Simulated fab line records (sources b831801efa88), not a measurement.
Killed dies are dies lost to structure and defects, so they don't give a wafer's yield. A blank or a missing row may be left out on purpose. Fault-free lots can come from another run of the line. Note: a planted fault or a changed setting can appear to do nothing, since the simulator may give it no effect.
A struck lot beside a sound one ; flow sky130 ; 17 steps out of a route of 708
Sound: wafers L727.1, L727.4, L727.6. Wafers struck: L715.1, L715.3, L715.4. Last of all comes the cause.
Each step with rows lists, per side, the tool, then ch with its chambers, then its first start. Under that, the readings that differ: sound wafers ; struck wafers ; difference of the means ; sigmas: that difference in standard deviations of wafers without a fault.
alike: words and numbers the same on both sides, and readings whose means are apart by under 2 such deviations; not compared: readings that were withheld, readings missing a value for some wafer, numbers with overlapping values and no deviation given by the record, and bounds like >300 which may hide the same value.
The two part at a step that has a row with sigmas, a row that says differs or no value, or rows on one side only. Numbers that don't overlap but have no deviation are shown without sigmas and don't part them. A reading missing from all wafers of one side parts the sides only when that side holds two or more wafers.

first, 3 steps without rows for these wafers: SKY_CONTACT_STRIP_20 (strips in post etch residue remover, time 1200 s); SKY_CONTACT_CLEAN_21 (cleans in IPA, time 180 s); SKY_CONTACT_CLEAN_22 (cleans in O3/DIW).
SKY_CONTACT_SPUTTER_23: material TiN, target thk 20 nm, time 80 s.
  sound: pvd sputter-03 at day 38 21:08; struck: pvd sputter-02 at day 34 11:07
  alike: cathode dc power W, chamber pressure pa, throttle valve pct
then, 1 step without rows for these wafers: SKY_CONTACT_CVD_24 (deposits W, target thk 340 nm, time 102.12 s).
SKY_CONTACT_RS_MEAS_25: a four-point-probe measurement.
  sound: film metro-02 at day 38 21:18; struck: film metro-04 at day 34 11:18
  alike: CONTACT_W_RS
SKY_CONTACT_THK_MEAS_26: measures by xrf.
  sound: film metro-02 at day 38 21:25; struck: film metro-04 at day 34 11:25
  alike: CONTACT_W_THK
SKY_CONTACT_CMP_27: polishes, stops on SiO2, t overpolish 15 s, target thk 0 nm.
  sound on cmp-02 ch 0,1, day 38 21:29; struck on cmp-02 ch 0,2,3, day 34 11:29
  alike: motor current A, overpolish run s, time to endpoint s
then, 1 step without rows for these wafers: SKY_METAL1_SPUTTER_00 (material Ti, target thk 15 nm, time 10 s).
SKY_METAL1_SPUTTER_01: material TiN, target thk 20 nm, time 16.7 s.
  sound: pvd sputter-04 at day 38 21:49; struck: pvd sputter-01 at day 34 11:48
  alike: cathode dc power W, chamber pressure pa, throttle valve pct
SKY_METAL1_SPUTTER_02: material AlCu, target thk 250 nm, time 13.3 s.
  sound: pvd sputter-04 at day 38 21:50; struck: pvd sputter-01 at day 34 11:49
  alike: cathode dc power W, chamber pressure pa, throttle valve pct
SKY_METAL1_SPUTTER_03: material Ti, target thk 5 nm, time 3.3 s.
  sound: pvd sputter-04 at day 38 21:52; struck: pvd sputter-01 at day 34 11:51
  alike: cathode dc power W, chamber pressure pa, throttle valve pct
SKY_METAL1_SPUTTER_04: material TiN, target thk 70 nm, time 58.3 s.
  sound: pvd sputter-04 at day 38 21:52; struck: pvd sputter-01 at day 34 11:52
  no value came back on the struck wafers for cathode dc power W (W), chamber pressure pa (Pa), throttle valve pct (%); on the sound wafers cathode dc power W (W) reads 6499.5 6501.9 6501.4
SKY_METAL1_RS_MEAS_05: a four-point-probe measurement.
  sound: film metro-04 at day 38 21:55; struck: film metro-03 at day 34 11:55
  alike: METAL1_ALCU_RS
SKY_METAL1_THK_MEAS_06: measures by xrf.
  sound: film metro-04 at day 38 22:02; struck: film metro-03 at day 34 12:02
reading;sound;struck;difference;sigmas
METAL1_ALCU_THK (nm);243 250 243;289 289 284;+42;+11
then, 1 step without rows for these wafers: SKY_METAL1_DEHYDRATE_07 (time 60 s).
-- the record jumps here: 13 days lie between the struck wafers' starts before and after (it left off in module METAL1 and takes up again in module PAD_OPEN, whose first step shown is number 708 of the route) --
SKY_PAD_OPEN_PROBE_99:
  sound: prober-01 at day 50 21:46; struck: prober-01 at day 47 22:32
reading;sound;struck;difference;sigmas
killed_at_M4_up;6 5 6;0 0 2;-5;-3
model.etest.via1 chain.rc ohm;16.77 16.47 16.92;28.18 28.62 29.62;+12.09;
  alike: defect limited yield, killed_at_M0_to_M3, killed at contacts, killed at front end, killed at other, killed dies, killed open, killed short

WHERE THEY PART
First at SKY_METAL1_SPUTTER_04; last, within this record, at SKY_PAD_OPEN_PROBE_99.

WHY: whatever the simulator had introduced
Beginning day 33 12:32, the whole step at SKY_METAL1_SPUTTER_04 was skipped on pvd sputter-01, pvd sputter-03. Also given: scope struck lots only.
